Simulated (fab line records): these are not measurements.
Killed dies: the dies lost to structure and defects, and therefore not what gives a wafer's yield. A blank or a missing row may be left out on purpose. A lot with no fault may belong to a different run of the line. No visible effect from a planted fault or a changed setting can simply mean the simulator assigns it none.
A struck lot beside a sound one / flow sky130 / 16 steps out of a route of 708
Sound: wafers L254.2, L254.4, L254.6. Struck: wafers L245.2, L245.4, L245.5. Last of all comes the cause.
Each step with rows lists, per side, the tool, then ch with its chambers, then its first start. Under that, the readings that differ: sound wafers / struck wafers / difference of the means / sigmas: that difference in standard deviations of wafers without a fault.
alike: words and numbers the same on both sides, and readings whose means are apart by under 2 such deviations; not compared: readings that were withheld, readings missing a value for some wafer, numbers with overlapping values and no deviation given by the record, and bounds like >300 which may hide the same value.
Wherever a step has rows on one side only, a row that says differs or no value, or a row with sigmas, the two part there. Numbers that don't overlap but have no deviation are shown without sigmas and don't part them. A reading that every wafer of one side lacks parts them only if that side has two wafers or more.

first, 3 steps without rows for these wafers: SKY_METAL2_EXPOSE_12 (exposes mask MM2, target cd 140 nm); SKY_METAL2_PEB_13; SKY_METAL2_DEVELOP_14 (develop time 60 s).
SKY_METAL2_CD_MEAS_15: target cd 140 nm.
  struck on cd_sem-02, day 37 07:42; sound on cd_sem-01, day 39 06:38
  alike: cd_nm
SKY_METAL2_OVL_MEAS_16:
  struck on overlay-02, day 37 07:49; sound on overlay-01, day 39 06:44
  alike: METAL2_OVL
SKY_METAL2_DESCUM_17: chemistry O2, time 8 s.
  sound on rie_metal-04 ch 1, day 39 06:47; struck on rie_metal-02 ch 0,1, day 37 07:50
  alike: drypump_motor_current_A, oes_product_au
  not compared: rf_hours_counter_h
SKY_METAL2_ETCH_18: etches BARC in N2/H2, stops on SiO2, time 45.9 s, target depth 60 nm.
  sound on rie_metal-04 ch 1, day 39 06:51; struck on rie_metal-02 ch 0,1, day 37 07:52
  alike: drypump_motor_current_A, oes_product_au, throttle_valve_pct
  not compared: rf_hours_counter_h
SKY_METAL2_METAL_ETCH_19: etches the open film in Cl2/BCl3, stops on SiO2, target depth 360 nm, time 78 s.
  sound on rie_metal-04 ch 1, day 39 06:59; struck on rie_metal-02 ch 0,1, day 37 07:56
  alike: drypump_motor_current_A, oes_product_au, throttle_valve_pct
  not compared: rf_hours_counter_h
SKY_METAL2_STRIP_20: strips in O2/N2.
  sound on plasma_asher-02 ch 0,1, day 39 07:08; struck on plasma_asher-04 ch 0,1, day 37 08:02
reading=drypump_motor_current_A (A); sound=4.9 5.6 4.9; struck=6.0 6.1 6.0; difference=+0.9; sigmas=+3
  alike: oes_product_au, strip_time_to_endpoint_s
  not compared: rf_hours_counter_h
then, 3 steps without rows for these wafers: SKY_METAL2_STRIP_21 (strips in post etch residue remover, time 1200 s); SKY_METAL2_CLEAN_22 (cleans in IPA, time 180 s); SKY_METAL2_CLEAN_23 (cleans in O3/DIW).
SKY_VIA2_HDPCVD_00: deposits SiO2, target thk 1180 nm, time 196.7 s.
  sound on hdpcvd-02 ch 0,1,2, day 39 07:44; struck on hdpcvd-01 ch 1,2, day 37 08:40
reading=run_length_s (s); sound=224.0 224.7 225.2; struck=255.7 255.8 255.7; difference=+31.1; sigmas=+61
reading=model.SiO2_of_VIA2_HDPCVD_00.thk_nm (nm); sound=1184 1172 1197; struck=1366 1375 1379; difference=+189; sigmas=
SKY_VIA2_THK_MEAS_01:
  struck on film_metro-03, day 37 09:07; sound on film_metro-01, day 39 07:52
reading=VIA2_HDPCVD_THK (nm); sound=1184 1172 1196; struck=1365 1376 1379; difference=+189; sigmas=+20
  not compared: hold
SKY_VIA2_CMP_02: polishes SiO2.
  sound on cmp-02 ch 0,2,3, day 39 08:01; struck on cmp-01 ch 0,3, day 37 11:56
reading=hold; sound=- - -; struck=await_dispo/2.8h/release await_dispo/2.8h/release await_dispo/2.8h/release; difference=no value on the sound wafers; sigmas=
  alike: motor_current_A, retaining_ring_pressure_frac
-- the record jumps here: 10 days lie between the struck wafers' starts before and after (it left off in module VIA2 and takes up again in module PAD_OPEN, whose first step shown is number 708 of the route) --
SKY_PAD_OPEN_PROBE_99:
  struck on prober-01, day 47 11:05; sound on prober-02, day 48 23:52
  alike: defect_limited_yield, killed_at_M0_to_M3, killed_at_M4_up, killed_at_contacts, killed_at_front_end, killed_at_other, killed_dies, killed_open, killed_short, sort_bin_3_pad_short, sort_bin_5_function, sort_bin_6_memory, sort_n_pass, sort_yield_pct

WHERE THEY PART
First at SKY_METAL2_STRIP_20; last, within this record, at SKY_VIA2_CMP_02. Later steps at which nothing parts them and some readings are alike: SKY_PAD_OPEN_PROBE_99.

WHY: what had been put in by the simulator
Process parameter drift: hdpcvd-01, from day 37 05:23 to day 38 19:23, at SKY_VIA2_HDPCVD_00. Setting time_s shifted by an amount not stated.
